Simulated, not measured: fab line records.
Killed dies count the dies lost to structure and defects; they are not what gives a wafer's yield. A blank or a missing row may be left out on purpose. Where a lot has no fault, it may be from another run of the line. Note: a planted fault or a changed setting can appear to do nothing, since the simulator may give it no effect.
Chamber matching    flow gf180mcu    GF_V2_CMP_26 on cmp-01 has 4 sister chambers
The step polishes, stops on SiO2, t overpolish 15 s, target thk 0 nm. 7 wafers are shown with their chamber, then 9 later ones without.

## WAFERS PAIRED WITH THEIR CHAMBERS
wafer   chamber  edge-zone-pressure-frac  motor-current-A (A)
L230.6  2        1.018                    10.3
L232.1  0        1.004                    10.1
L234.3  1        1.000                    12.3
L234.6  0        1.006                    10.7
L236.1  3        0.999                    10.9
L236.3  1        1.000                    11.1
L236.6  3        0.995                    11.0

## WAFERS WHOSE CHAMBER IS MISSING
wafer   edge-zone-pressure-frac  motor-current-A (A)
L237.1  1.000                    10.7
L237.3  0.998                    10.5
L237.4  1.006                    11.7
L242.1  1.009                    12.1
L242.2  1.000                    10.8
L242.6  0.996                    12.0
L246.1  0.993                    10.9
L246.4  1.007                    10.5
L246.5  0.999                    10.0

## THE CHAMBER EACH PASSED THROUGH
wafer    from the rows above            in truth
L237.1   can't be placed: 3 or 1 or 0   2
L237.3   can't be placed: 3 or 1        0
L237.4   can't be placed: 0 or 1        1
L242.1   can't be placed: 0 or 1        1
L242.2   can't be placed: 1 or 3 or 0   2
L242.6   can't be placed: 3 or 1        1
L246.1   can't be placed: 3 or 1        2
L246.4   0                              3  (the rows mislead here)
L246.5   can't be placed: 3 or 1 or 0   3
0 of 9 placed correctly. Cannot be placed on the basis of these rows: 8; the candidates contain the true chamber in 4. Number placed wrongly: 1.
How it was worked out, from the rows above alone: a wafer's distance from a chamber is the root of the sum, over the readings, of the square of ((its reading less the chamber's mean) divided by the reading's scatter). The wafer belongs to the nearest chamber; if the next one is less than 2 further off, it can't be placed. For every chamber, the mean is computed from those of its wafers that are shown. The scatter is the square root of a quotient: the sum, over the shown wafers, of each reading's squared deviation from its chamber's mean, divided by wafers minus chambers.
